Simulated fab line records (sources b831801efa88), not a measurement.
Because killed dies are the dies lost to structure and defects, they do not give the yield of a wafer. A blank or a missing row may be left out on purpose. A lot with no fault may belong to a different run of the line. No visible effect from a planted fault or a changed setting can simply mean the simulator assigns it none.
The tool behind it: which one? | flow gf180mcu | 12 lots with 36 wafers sampled at 5 steps, on a route of 602 steps

WHAT THE GAUGES READ, wafer by wafer
GF_V3_THK_MEAS_03.
lot  | measured     | on            | V3_CVD_02_THK (nm)
L571 | day 20 20:29 | film-metro-03 | 859 875 873
L573 | day 22 21:07 | film-metro-02 | 846 866 852
L574 | day 22 22:11 | film-metro-04 | 858 859 865
L576 | day 24 00:08 | film-metro-03 | 848 849 857
L578 | day 24 05:54 | film-metro-03 | 845 855 852
L577 | day 24 06:17 | film-metro-02 | 863 863 846
L579 | day 24 17:44 | film-metro-02 | 847 859 877
L581 | day 25 14:03 | film-metro-04 | 851 875 858
L591 | day 28 04:59 | film-metro-03 | 844 830 851
L592 | day 28 14:18 | film-metro-04 | 839 850 855
L593 | day 28 16:09 | film-metro-04 | 854 872 857
L594 | day 28 21:56 | film-metro-02 | 842 845 860

GF_V3_CD_MEAS_14: the cd target is 260 nm.
lot  | measured     | on        | cd-nm (nm)
L571 | day 21 20:58 | cd-sem-02 | 259.6 259.1 259.1
L573 | day 23 20:41 | cd-sem-02 | 258.9 258.0 259.1
L574 | day 23 21:29 | cd-sem-02 | 258.6 258.6 259.4
L576 | day 24 22:39 | cd-sem-01 | 258.5 259.0 258.7
L578 | day 25 05:07 | cd-sem-01 | 259.8 259.3 259.7
L577 | day 25 05:08 | cd-sem-02 | 257.9 258.1 257.7
L579 | day 25 15:55 | cd-sem-01 | 261.3 261.3 261.4
L581 | day 26 11:26 | cd-sem-01 | 259.6 269.0 259.9
L591 | day 29 00:22 | cd-sem-02 | 258.7 259.4 259.6
L592 | day 29 09:35 | cd-sem-02 | 259.9 259.9 261.1
L593 | day 29 12:10 | cd-sem-01 | 258.9 259.9 260.1
L594 | day 29 17:46 | cd-sem-02 | 259.8 260.4 259.9

WHICH TOOL RAN EACH LOT (tool, then ch and the chambers of the sampled wafers, then the start)
lot  | GF_M3_SPUTTER_03             | GF_V3_CMP_04                  | GF_V3_EXPOSE_11
L571 | pvd-sputter-01, day 19 19:20 | cmp-02 ch 0,1,2, day 20 20:39 | krf-scanner-01 ch 0, day 21 09:13
L573 | pvd-sputter-03, day 21 20:09 | cmp-02 ch 0,1,3, day 22 21:22 | krf-scanner-02 ch 0, day 23 09:06
L574 | pvd-sputter-02, day 21 21:48 | cmp-01 ch 0,1,3, day 22 22:20 | krf-scanner-02 ch 0, day 23 09:37
L576 | pvd-sputter-01, day 23 00:38 | cmp-01 ch 0,1, day 24 00:21   | krf-scanner-01 ch 0, day 24 11:30
L578 | pvd-sputter-02, day 23 06:45 | cmp-01 ch 0,1,3, day 24 06:23 | krf-scanner-02 ch 0, day 24 18:23
L577 | pvd-sputter-01, day 23 07:14 | cmp-01 ch 0,1,3, day 24 06:35 | krf-scanner-01 ch 0, day 24 18:35
L579 | pvd-sputter-01, day 23 18:29 | cmp-02 ch 0,3, day 24 17:47   | krf-scanner-02 ch 0, day 25 04:56
L581 | pvd-sputter-01, day 24 15:22 | cmp-01 ch 0,1, day 25 14:08   | krf-scanner-02 ch 0, day 26 01:19
L591 | pvd-sputter-01, day 27 07:33 | cmp-01 ch 0,1,3, day 28 05:03 | krf-scanner-02 ch 0, day 28 15:07
L592 | pvd-sputter-01, day 27 17:54 | cmp-01 ch 1,2,3, day 28 14:27 | krf-scanner-01 ch 0, day 29 00:19
L593 | pvd-sputter-01, day 27 20:08 | cmp-01 ch 0,1,3, day 28 16:18 | krf-scanner-02 ch 0, day 29 02:28
L594 | pvd-sputter-03, day 28 01:28 | cmp-01 ch 1,2, day 28 22:00   | krf-scanner-02 ch 0, day 29 08:01
- GF_M3_SPUTTER_03: material Ti, target thk 10 nm, time 6.7 s.
- GF_V3_CMP_04: polishes SiO2.
- GF_V3_EXPOSE_11: exposes mask Via3, target cd 260 nm.

WHAT THE TOOLS THEMSELVES READ (means of the sampled wafers that have a number; where no wafer has one, the mark that the record gives instead)
GF_M3_SPUTTER_03.
lot  | tool           | throttle-valve-pct (%)
L571 | pvd-sputter-01 | 30.0
L573 | pvd-sputter-03 | 29.3
L574 | pvd-sputter-02 | 31.1
L576 | pvd-sputter-01 | 28.9
L578 | pvd-sputter-02 | 30.0
L577 | pvd-sputter-01 | 29.9
L579 | pvd-sputter-01 | 29.5
L581 | pvd-sputter-01 | 29.9
L591 | pvd-sputter-01 | 30.0
L592 | pvd-sputter-01 | 29.5
L593 | pvd-sputter-01 | 29.2
L594 | pvd-sputter-03 | 30.2

GF_V3_CMP_04.
lot  | tool   | motor-current-A (A) | time-to-endpoint-s (s)
L571 | cmp-02 | 12.5                | 87
L573 | cmp-02 | 12.0                | 84
L574 | cmp-01 | 11.7                | 87
L576 | cmp-01 | 11.2                | 80
L578 | cmp-01 | 12.1                | 84
L577 | cmp-01 | 11.5                | 82
L579 | cmp-02 | 11.5                | 85
L581 | cmp-01 | 11.1                | 87
L591 | cmp-01 | 11.8                | 81
L592 | cmp-01 | 11.5                | 85
L593 | cmp-01 | 11.4                | 89
L594 | cmp-01 | 11.0                | 83

GF_V3_EXPOSE_11.
lot  | tool           | reticle-temp-C (C)
L571 | krf-scanner-01 | 22.96
L573 | krf-scanner-02 | 23.01
L574 | krf-scanner-02 | 23.07
L576 | krf-scanner-01 | 23.10
L578 | krf-scanner-02 | 22.89
L577 | krf-scanner-01 | 22.83
L579 | krf-scanner-02 | 23.15
L581 | krf-scanner-02 | 22.98
L591 | krf-scanner-02 | 23.01
L592 | krf-scanner-01 | 22.93
L593 | krf-scanner-02 | 22.93
L594 | krf-scanner-02 | 23.06

THE ANSWER, worked out from the rows above alone
Rule: usual is defined by the lots themselves. Put in order of their means at a reading, lots are off if they are a third of the lots or fewer, leave a main group of 4 or more, and stand apart from it by a gap of 3 or more times the standard deviation of the main group's means; of several such gaps the widest counts. A main group whose means are all the same, to the digits that the tables above print for the reading, isn't used. A lot without any number at a reading at which 4 lots or more have one is off too. Where the step has rows for the other lots, those lots are counted as sound. First the gauges in route order, then the tools' own readings, where a lot's mean is used as printed above. At the first step where some lot is off, the reading lying furthest off is the one used; lots without a number count as furthest.
Nothing can be told from this: no lot is off at any reading shown.

WHAT HAD BEEN PUT IN BY THE SIMULATOR
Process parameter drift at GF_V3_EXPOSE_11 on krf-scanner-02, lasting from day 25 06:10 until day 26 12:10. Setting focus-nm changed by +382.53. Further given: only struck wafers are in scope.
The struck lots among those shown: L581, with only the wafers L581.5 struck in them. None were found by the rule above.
